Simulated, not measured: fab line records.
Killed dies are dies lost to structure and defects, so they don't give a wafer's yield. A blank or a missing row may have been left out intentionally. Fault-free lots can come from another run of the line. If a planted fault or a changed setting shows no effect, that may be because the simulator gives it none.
Struck lot and sound lot, side by side -- flow gf180mcu -- 16 out of 602 route steps
Sound: wafers L271.2, L271.5, L271.6. Struck: wafer L261.3. (L261.1, L261.5 of the same lot were not struck and are left out.) The cause comes at the end.
Order at every step that has rows: each side's tool, ch and its chambers, its first start. Under that, the readings that differ: sound wafers -- struck wafers -- difference of the means -- sigmas: that difference in standard deviations of wafers without a fault.
alike: a reading whose means differ by less than 2 such deviations, as well as words and numbers matching on both sides. not compared: withheld readings; readings where some wafer has no value; bounds like >300 that might hide an equal value; numbers whose values overlap and for which the record gives no deviation.
Wherever a step has rows on one side only, a row that says differs or no value, or a row with sigmas, the two part there. Numbers that don't overlap but have no deviation are shown without sigmas and don't part them. A reading missing from all wafers of one side parts the sides only when that side holds two or more wafers.

first, 6 steps without rows for these wafers: GF_M3_HMDS_08 (prime time 60 s); GF_M3_COAT_09 (resist thk 1000 nm); GF_M3_SOFTBAKE_10 (time 60 s); GF_M3_EXPOSE_11 (exposes mask Metal3, target cd 280 nm); GF_M3_PEB_12 (peb time 90 s); GF_M3_DEVELOP_13 (develop time 60 s).
GF_M3_CD_MEAS_14: target cd 280 nm.
  sound: cd-sem-01 at day 26 12:20; struck: cd-sem-02 at day 23 04:17
reading,sound,struck,difference,sigmas
cd-nm (nm),279.7 279.9 280.0,282.6,+2.7,+2
GF_M3_OVL_MEAS_15:
  sound: overlay-01 at day 26 12:26; struck: overlay-01 at day 23 04:24
  alike: M3_OVL
GF_M3_METAL_ETCH_16: etches the open film in Cl2/BCl3, stops on SiO2, target depth 627.5 nm, time 104.6 s.
  sound on rie-metal-02 ch 0,1, day 26 12:28; struck on rie-metal-02 ch 0, day 23 04:26
reading,sound,struck,difference,sigmas
oes-product-au (a.u.),0.960 0.964 0.967,0.979,+0.015,+2
  alike: bias-w, drypump-motor-current-A, throttle-valve-pct
  not compared: rf-hours-counter-h
GF_M3_STRIP_17: strips in O2/N2.
  sound on plasma-asher-03 ch 0,1, day 26 12:35; struck on plasma-asher-02 ch 0, day 23 04:32
  alike: drypump-motor-current-A, heater-power-w, n2-flow-sccm, oes-product-au, platen-temp-c, strip-time-to-endpoint-s
  not compared: rf-hours-counter-h
then, 2 steps without rows for these wafers: GF_M3_STRIP_18 (strips in post etch residue remover, time 1200 s); GF_M3_CLEAN_19 (cleans in DIW).
GF_V3_CVD_00: deposits SiO2, target thk 600 nm, time 100 s.
  sound on hdpcvd-02 ch 0,2, day 26 13:11; struck on hdpcvd-02 ch 1, day 23 05:05
reading,sound,struck,difference,sigmas
sih4-flow-sccm (sccm),60.30 60.44 60.13,47.77,-12.52,-63
model.SiO2_of_V3_CVD_00.thk-nm (nm),600.1 600.6 589.9,474.9,-122.0,
GF_V3_THK_MEAS_01:
  sound: film-metro-03 at day 26 13:16; struck: film-metro-03 at day 23 05:10
reading,sound,struck,difference,sigmas
V3_CVD_00_THK (nm),600 600 590,475,-122,-21
GF_V3_CVD_02: deposits SiO2 from TEOS, target thk 850 nm, time 94.851 s.
  sound on pecvd-02 ch 0,1,2, day 26 13:19; struck on pecvd-03 ch 0, day 23 05:13
  alike: heater-power-w
-- the record jumps here: 7 days lie between the struck wafers' starts before and after (it left off in module V3 and takes up again in module PASSIVATION, whose first step shown is number 602 of the route) --
GF_PASSIVATION_PROBE_99:
  rows exist in the record for the struck wafers here (prober-02, day 30 13:09), but not for the sound ones

WHERE THEY PART
First at GF_M3_CD_MEAS_14; last, within this record, at GF_PASSIVATION_PROBE_99.

WHY: the cause the simulator had injected
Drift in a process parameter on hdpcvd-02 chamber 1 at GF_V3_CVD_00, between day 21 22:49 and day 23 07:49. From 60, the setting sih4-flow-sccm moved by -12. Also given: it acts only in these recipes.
